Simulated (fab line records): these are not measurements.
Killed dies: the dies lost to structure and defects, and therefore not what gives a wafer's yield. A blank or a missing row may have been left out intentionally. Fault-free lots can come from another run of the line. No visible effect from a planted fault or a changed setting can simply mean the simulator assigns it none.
One fault through the eyes of 2 desks :: flow sky130 :: only its own numbers are on each desk; what lay behind them is given at the end

== TOOL OWNER'S DESK, implanter-02 ==
SKY_LDD_N_IMPLANT_13, tool's own readings: per-lot mean of the sampled wafers with a number, covering each lot this tool ran. If a lot's mean is further than 4 standard deviations from the usual mean, the lot is out of limits and carries the mark OUT (the distance appears in the brackets).
Columns: A = rotation_deg at SKY_LDD_N_IMPLANT_13, usual 90.000 degrees
lot: L350
first seen here: day 22 03:52
A: 90.006

lot: L355
first seen here: day 24 01:46
A: 283.443 (+99 or more) OUT

lot: L357
first seen here: day 24 20:04
A: 283.457 (+99 or more) OUT
This desk finds L355, L357 out of limits, L355 being first, at day 24 01:46 (rotation_deg at SKY_LDD_N_IMPLANT_13). In limits: L350.

== AT THE METROLOGY DESK ==
What the gauges read, lot by lot, whatever tool the lot ran on: means of the sampled wafers that have a number. If a lot's mean is further than 4 standard deviations from the usual mean, the lot is out of limits and carries the mark OUT (the distance appears in the brackets).
Columns: A = LDD_N_OVL at SKY_LDD_N_OVL_MEAS_07, usual 1.3 nm
lot: L342
first seen here: day 19 10:20
A: 0.8

lot: L345
first seen here: day 20 13:38
A: 0.4

lot: L350
first seen here: day 22 03:02
A: 0.5

lot: L355
first seen here: day 24 00:59
A: 2.9

lot: L357
first seen here: day 24 19:17
A: 1.2

lot: L361
first seen here: day 25 23:44
A: 2.4
This desk's verdict: no lot among the 6 shows anything out of limits.

== TAKEN TOGETHER ==
At day 24 01:46, on L355, L357, the tool owner's desk was in a position to raise an alarm.
The metrology desk saw nothing out of limits.
The metrology desk has L355, L357 on record, within its limits.
All the named lots went through SKY_LDD_N_IMPLANT_13 on implanter-02.

== WHAT THE SIMULATOR PUT IN ==
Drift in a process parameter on implanter-02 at SKY_LDD_N_IMPLANT_13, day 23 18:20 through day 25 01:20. A move of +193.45 in setting rotation_deg, from 90. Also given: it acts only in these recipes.
Lots struck among those shown: L355, L357.
Hours from the fault's start to each desk's first reading out of limits: the tool owner's desk, 7.
